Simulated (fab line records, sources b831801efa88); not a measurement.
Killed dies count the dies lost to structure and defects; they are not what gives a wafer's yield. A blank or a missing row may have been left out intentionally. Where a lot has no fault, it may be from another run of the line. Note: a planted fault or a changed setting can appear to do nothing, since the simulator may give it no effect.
Which tool was responsible? || flow gf180mcu || 36 wafers sampled from 12 lots at 1 step of a route of 602

WHAT THE GAUGES READ, wafer by wafer
GF_NSD_TW_MEAS_12.
{"lot": "L075", "measured": "day 14 00:11", "on": "filmMetro-03", "NSD_TW": "4282 4283 4277"}
{"lot": "L077", "measured": "day 14 21:43", "on": "filmMetro-03", "NSD_TW": "4282 4281 4292"}
{"lot": "L079", "measured": "day 15 05:51", "on": "filmMetro-01", "NSD_TW": "4219 4226 4220"}
{"lot": "L080", "measured": "day 16 03:56", "on": "filmMetro-01", "NSD_TW": "4208 4203 4206"}
{"lot": "L083", "measured": "day 16 14:00", "on": "filmMetro-03", "NSD_TW": "4294 4282 4294"}
{"lot": "L085", "measured": "day 17 14:09", "on": "filmMetro-03", "NSD_TW": "4313 4280 4289"}
{"lot": "L087", "measured": "day 18 07:08", "on": "filmMetro-04", "NSD_TW": "4145 4167 4160"}
{"lot": "L089", "measured": "day 18 20:17", "on": "filmMetro-03", "NSD_TW": "4219 4217 4230"}
{"lot": "L091", "measured": "day 19 15:04", "on": "filmMetro-04", "NSD_TW": "4149 4173 4152"}
{"lot": "L093", "measured": "day 20 05:39", "on": "filmMetro-03", "NSD_TW": "4201 4226 4229"}
{"lot": "L095", "measured": "day 20 19:28", "on": "filmMetro-04", "NSD_TW": "4177 4189 4202"}
{"lot": "L097", "measured": "day 21 06:44", "on": "filmMetro-04", "NSD_TW": "4165 4158 4178"}

WHAT TOOL EACH LOT RAN ON (gives the tool, then ch and the chambers of the sampled wafers, and finally the start)
The record shows no process step preceding these readings.

THE ANSWER, worked out from the rows above alone
Rule: what is usual is taken from the lots themselves. The widest of any qualifying gaps counts: lots, ordered by their means at a reading, are off when they make up no more than a third of the lots, leave a main group of 4 or more, and stand apart from it by 3 or more times the standard deviation of that group's means. The tables above print the reading to a certain number of digits; a main group whose means all agree to those digits is not used. Also off: a lot with no number at a reading for which 4 or more lots have one. All remaining lots with rows at the step are treated as sound.
Across all readings shown, no lot is off: no conclusion can be drawn from this.

WHAT THE SIMULATOR HAD PUT IN
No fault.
